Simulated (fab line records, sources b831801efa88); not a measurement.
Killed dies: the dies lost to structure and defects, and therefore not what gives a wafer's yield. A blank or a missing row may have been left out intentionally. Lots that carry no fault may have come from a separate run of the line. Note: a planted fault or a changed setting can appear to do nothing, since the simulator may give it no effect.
Which of the tools did it? :: flow sky130 :: 14 lots (42 wafers sampled), 1 step of a 708-step route

== WHAT THE GAUGES SHOWED, per wafer ==
Not one reading of a measure or inspect step in the record can be checked against a usual standard deviation.

== EACH LOT AND THE TOOL THAT RAN IT (in order: tool; ch and the chambers of the sampled wafers; start) ==
lot: L629
SKY_VIA3_SOFTBAKE_08: litho-track-01 ch 0, day 39 00:00

lot: L631
SKY_VIA3_SOFTBAKE_08: litho-track-01 ch 0, day 39 07:00

lot: L630
SKY_VIA3_SOFTBAKE_08: litho-track-01 ch 0, day 39 18:00

lot: L632
SKY_VIA3_SOFTBAKE_08: litho-track-01 ch 0, day 39 22:00

lot: L634
SKY_VIA3_SOFTBAKE_08: litho-track-04 ch 0, day 40 10:00

lot: L636
SKY_VIA3_SOFTBAKE_08: litho-track-01 ch 0, day 41 07:00

lot: L638
SKY_VIA3_SOFTBAKE_08: litho-track-01 ch 0, day 41 10:00

lot: L643
SKY_VIA3_SOFTBAKE_08: litho-track-01 ch 0, day 44 18:00

lot: L648
SKY_VIA3_SOFTBAKE_08: litho-track-01 ch 0, day 44 19:00

lot: L647
SKY_VIA3_SOFTBAKE_08: litho-track-01 ch 0, day 44 20:00

lot: L646
SKY_VIA3_SOFTBAKE_08: litho-track-04 ch 0, day 44 20:00

lot: L649
SKY_VIA3_SOFTBAKE_08: litho-track-03 ch 0, day 44 21:00

lot: L650
SKY_VIA3_SOFTBAKE_08: litho-track-01 ch 0, day 44 22:00

lot: L652
SKY_VIA3_SOFTBAKE_08: litho-track-04 ch 0, day 45 05:00
- SKY_VIA3_SOFTBAKE_08: time 90 s.

== WHAT THE TOOLS THEMSELVES READ (means of the sampled wafers that have a number; where no wafer has one, the mark that the record gives instead) ==
SKY_VIA3_SOFTBAKE_08.
lot: L629
tool: litho-track-01
heater-power-total-W (W): 57.34
run-length-s (s): 119.13

lot: L631
tool: litho-track-01
heater-power-total-W (W): 57.41
run-length-s (s): 119.18

lot: L630
tool: litho-track-01
heater-power-total-W (W): 57.26
run-length-s (s): 119.22

lot: L632
tool: litho-track-01
heater-power-total-W (W): 57.39
run-length-s (s): 119.19

lot: L634
tool: litho-track-04
heater-power-total-W (W): 57.30
run-length-s (s): 119.17

lot: L636
tool: litho-track-01
heater-power-total-W (W): 58.37
run-length-s (s): 115.78

lot: L638
tool: litho-track-01
heater-power-total-W (W): 58.35
run-length-s (s): 115.76

lot: L643
tool: litho-track-01
heater-power-total-W (W): 57.42
run-length-s (s): 119.35

lot: L648
tool: litho-track-01
heater-power-total-W (W): 57.41
run-length-s (s): 119.20

lot: L647
tool: litho-track-01
heater-power-total-W (W): 57.25
run-length-s (s): 119.21

lot: L646
tool: litho-track-04
heater-power-total-W (W): 57.50
run-length-s (s): 119.16

lot: L649
tool: litho-track-03
heater-power-total-W (W): 57.41
run-length-s (s): 119.21

lot: L650
tool: litho-track-01
heater-power-total-W (W): 57.45
run-length-s (s): 119.41

lot: L652
tool: litho-track-04
heater-power-total-W (W): 57.52
run-length-s (s): 119.14

== THE ANSWER, worked out from the rows above alone ==
Rule: what is usual is taken from the lots themselves. The widest of any qualifying gaps counts: lots, ordered by their means at a reading, are off when they make up no more than a third of the lots, leave a main group of 4 or more, and stand apart from it by 3 or more times the standard deviation of that group's means. Not used: any main group whose means are identical at the precision the tables above print for the reading. Also off: a lot with no number at a reading for which 4 or more lots have one. Where the step has rows for the other lots, those lots are counted as sound. First the gauges in route order, then the tools' own readings, where a lot's mean is used as printed above. At the first step where some lot is off, the reading lying furthest off is the one used; lots without a number count as furthest.
Off at SKY_VIA3_SOFTBAKE_08 (run-length-s): L636, L638. Main group: mean 119.21 s, sd 0.08.
If a tool, at that step or one of the process steps before it, ran each lot that is off and ran no sound lot following the first of them, it fits. Of those tried, none fits.

== WHAT THE SIMULATOR HAD PUT IN ==
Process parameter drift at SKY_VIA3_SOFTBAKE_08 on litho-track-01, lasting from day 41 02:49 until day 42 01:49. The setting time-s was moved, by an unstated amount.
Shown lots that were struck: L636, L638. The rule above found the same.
